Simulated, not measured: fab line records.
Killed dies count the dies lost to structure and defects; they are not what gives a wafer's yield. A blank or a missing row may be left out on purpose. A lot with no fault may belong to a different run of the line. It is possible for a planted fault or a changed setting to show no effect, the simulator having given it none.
Comparing a struck lot with a sound one + flow sky130 + 25 steps out of a route of 708
Sound: these wafers, L259.1, L259.2, L259.4. Wafers L266.1, L266.3, L266.5 were the ones struck. The cause comes at the end.
Each step with rows lists, per side, the tool, then ch with its chambers, then its first start. Under that, the readings that differ: sound wafers + struck wafers + difference of the means + sigmas: that difference in standard deviations of wafers without a fault.
alike: same words and numbers on both sides, and readings whose means sit less than 2 such deviations apart. not compared: any withheld reading, any reading some wafer has no value for, any bound like >300 that may hide the same value, and any number with overlapping values for which the record gives no deviation.
The two part at a step that has a row with sigmas, a row that says differs or no value, or rows on one side only. Numbers that have no deviation but don't overlap get no sigmas and don't part them. A reading that every wafer of one side lacks parts them only if that side has two wafers or more.

first, 9 steps without rows for these wafers: SKY_SD_P_IMPLANT_09; SKY_SD_P_STRIP_10 (strips in O2/N2); SKY_RES_XHIGH_DEHYDRATE_00 (time 60 s); SKY_RES_XHIGH_HMDS_01 (prime time 60 s); SKY_RES_XHIGH_COAT_02 (resist thk 1140 nm); SKY_RES_XHIGH_SOFTBAKE_03 (time 60 s); SKY_RES_XHIGH_EXPOSE_04 (exposes mask URPM, target cd 1270 nm); SKY_RES_XHIGH_PEB_05; SKY_RES_XHIGH_DEVELOP_06 (develop time 60 s).
SKY_RES_XHIGH_IMPLANT_07:
  sound on implanter-02 ch 0, day 29 10:43; struck on implanter-02 ch 0, day 31 18:25
| reading       | sound                         | struck                        | difference | sigmas |
|---------------|-------------------------------|-------------------------------|------------|--------|
| dose_ions_cm2 | 3.603e+14 3.596e+14 3.601e+14 | 3.904e+14 3.902e+14 3.902e+14 | +3.027e+13 | +84    |
then, 1 step without rows for these wafers: SKY_RES_XHIGH_STRIP_08 (strips in O2/N2).
SKY_RES_XHIGH_TW_MEAS_09:
  sound on film_metro-03 at day 29 10:59; struck on film_metro-04 at day 31 18:53
| reading      | sound          | struck         | difference | sigmas |
|--------------|----------------|----------------|------------|--------|
| RES_XHIGH_TW | 1652 1645 1650 | 1698 1694 1695 | +47        | +5     |
  not compared: hold
then, 11 steps without rows for these wafers: SKY_SD_N_HMDS_01 (prime time 60 s); SKY_SD_N_COAT_02 (resist thk 1140 nm); SKY_SD_N_SOFTBAKE_03 (time 60 s); SKY_SD_N_EXPOSE_04 (exposes mask NSDM, target cd 380 nm); SKY_SD_N_PEB_05; SKY_SD_N_DEVELOP_06 (develop time 60 s); SKY_SD_N_IMPLANT_09; SKY_SD_N_IMPLANT_10; SKY_SD_N_STRIP_11 (strips in O2/N2); SKY_SD_N_CLEAN_13 (cleans in SC1/SC2, time 150 s); SKY_SD_N_RTA_14 (time 2 s).
SKY_SD_N_RS_MEAS_18: a four-point-probe measurement.
  sound on film_metro-01 at day 30 16:44; struck on film_metro-03 at day 32 22:19
| reading               | sound             | struck            | difference | sigmas |
|-----------------------|-------------------|-------------------|------------|--------|
| RES_XHIGH_RS (ohm/sq) | 333.6 334.6 335.0 | 311.0 310.2 310.0 | -24.0      | -20    |
  not compared: hold
-- here the record skips 16 days between the struck wafers' starts before and after, leaving off in module SD_N and picking up in module PAD_OPEN (first step shown: number 708 of the route) --
SKY_PAD_OPEN_PROBE_99:
  sound on prober-01 at day 47 22:23; struck on prober-02 at day 49 09:49
| reading                              | sound          | struck         | difference | sigmas |
|--------------------------------------|----------------|----------------|------------|--------|
| model.etest.res_xhigh_po.line_ohm_um | 5755 5902 5926 | 4664 4809 4885 | -1075      |        |
| model.etest.res_xhigh_po.rs_ohm_sq   | 2046 2042 2052 | 1678 1694 1752 | -339       |        |
  alike: killed_at_M0_to_M3, killed_at_M4_up, killed_at_contacts, killed_at_front_end, killed_at_other, killed_dies, killed_open, killed_short

== WHERE THEY PART ==
At SKY_RES_XHIGH_IMPLANT_07 first; at SKY_SD_N_RS_MEAS_18 last (within this record only). Later steps at which nothing parts them and some readings are alike: SKY_PAD_OPEN_PROBE_99.

WHY: what the simulator had put in
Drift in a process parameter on implanter-02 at SKY_RES_XHIGH_IMPLANT_07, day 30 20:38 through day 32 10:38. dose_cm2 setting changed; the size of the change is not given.
